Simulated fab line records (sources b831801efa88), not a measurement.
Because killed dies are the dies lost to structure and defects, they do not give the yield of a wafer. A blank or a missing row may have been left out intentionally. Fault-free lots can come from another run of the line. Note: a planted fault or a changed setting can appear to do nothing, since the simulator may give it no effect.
2 desks, one fault :: flow gf180mcu :: each desk holds nothing but its own numbers, with what lay behind them at the end

## FOR THE TOOL OWNER'S DESK: implanter-01
GF_HV_LDD_IMPLANT_21, tool's own readings: per-lot mean of the sampled wafers with a number, covering each lot this tool ran. Any lot whose mean is over 4 standard deviations away from the usual mean is out of limits and marked OUT; that distance is given in the brackets.
Columns: A = dose_ions_cm2 at GF_HV_LDD_IMPLANT_21, usual 5.001e+13; B = end_station_pressure_torr at GF_HV_LDD_IMPLANT_21, usual 5.23e-06 Torr; C = faraday_current_uA at GF_HV_LDD_IMPLANT_21, usual 282
lot: L465
first seen here: day 11 01:29
A: 5.002e+13
B: 5.05e-06
C: 283

lot: L469
first seen here: day 12 08:58
A: 4.997e+13
B: 5.36e-06
C: 282

lot: L473
first seen here: day 13 22:20
A: 4.999e+13
B: 5.50e-06
C: 283

lot: L476
first seen here: day 14 11:36
A: 4.996e+13
B: 5.16e-06
C: 288

lot: L482
first seen here: day 16 02:25
A: 5.923e+13 (+99 or more) OUT
B: 5.26e-06
C: 332 (+8.8) OUT

lot: L484
first seen here: day 16 19:19
A: 5.918e+13 (+99 or more) OUT
B: 4.95e-06
C: 337 (+9.6) OUT
This desk finds L482, L484 out of limits, L482 being first, at day 16 02:25 (dose_ions_cm2 at GF_HV_LDD_IMPLANT_21). Within limits: L465, L469, L473, L476.

## METROLOGY DESK
What the gauges read, lot by lot, whatever tool the lot ran on: means of the sampled wafers that have a number. Any lot whose mean is over 4 standard deviations away from the usual mean is out of limits and marked OUT; that distance is given in the brackets.
Columns: A = HV_LDD_2_TW at GF_HV_LDD_TW_MEAS_23, usual 1063; B = cd_nm at GF_SAB_CD_MEAS_09, usual 419.9 nm
lot: L465
first seen here: day 11 01:43
A: 1061
B: 420.7

lot: L466
first seen here: day 11 12:24
A: 1059
B: 421.3

lot: L468
first seen here: day 12 01:08
A: 1065
B: 417.1

lot: L469
first seen here: day 12 09:12
A: 1065
B: 420.0

lot: L473
first seen here: day 13 22:35
A: 1066
B: 419.8

lot: L475
first seen here: day 13 22:39
A: 1062
B: 418.9

lot: L476
first seen here: day 14 11:51
A: 1058
B: 422.3

lot: L479
first seen here: day 15 08:30
A: 1059
B: 422.5

lot: L481
first seen here: day 15 21:29
A: 1070
B: 420.8

lot: L482
first seen here: day 16 02:40
A: 1124 (+14) OUT
B: 417.3

lot: L483
first seen here: day 16 10:58
A: 1054
B: 418.9

lot: L484
first seen here: day 16 19:32
A: 1121 (+13) OUT
B: 417.8

lot: L487
first seen here: day 17 15:12
A: 1064
B: 420.2
This desk's finding: out of limits on L482, L484; first on L482, day 16 02:40 (HV_LDD_2_TW at GF_HV_LDD_TW_MEAS_23). Within limits: L465, L466, L468, L469, L473, L475, L476, L479, L481, L483, L487.

## TAKEN TOGETHER
The tool owner's desk had the chance to raise an alarm at day 16 02:25 on L482, L484.
An alarm was possible from the metrology desk at day 16 02:40, on L482, L484.
Every lot named ran GF_HV_LDD_IMPLANT_21 on implanter-01.

## WHAT THE SIMULATOR HAD PUT IN
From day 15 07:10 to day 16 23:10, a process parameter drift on implanter-01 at GF_HV_LDD_IMPLANT_21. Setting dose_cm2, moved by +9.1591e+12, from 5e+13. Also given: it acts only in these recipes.
Shown lots that were struck: L482, L484.
Time in hours from fault onset to the first out-of-limits reading at each desk: tool owner's desk 19, metrology desk 19.
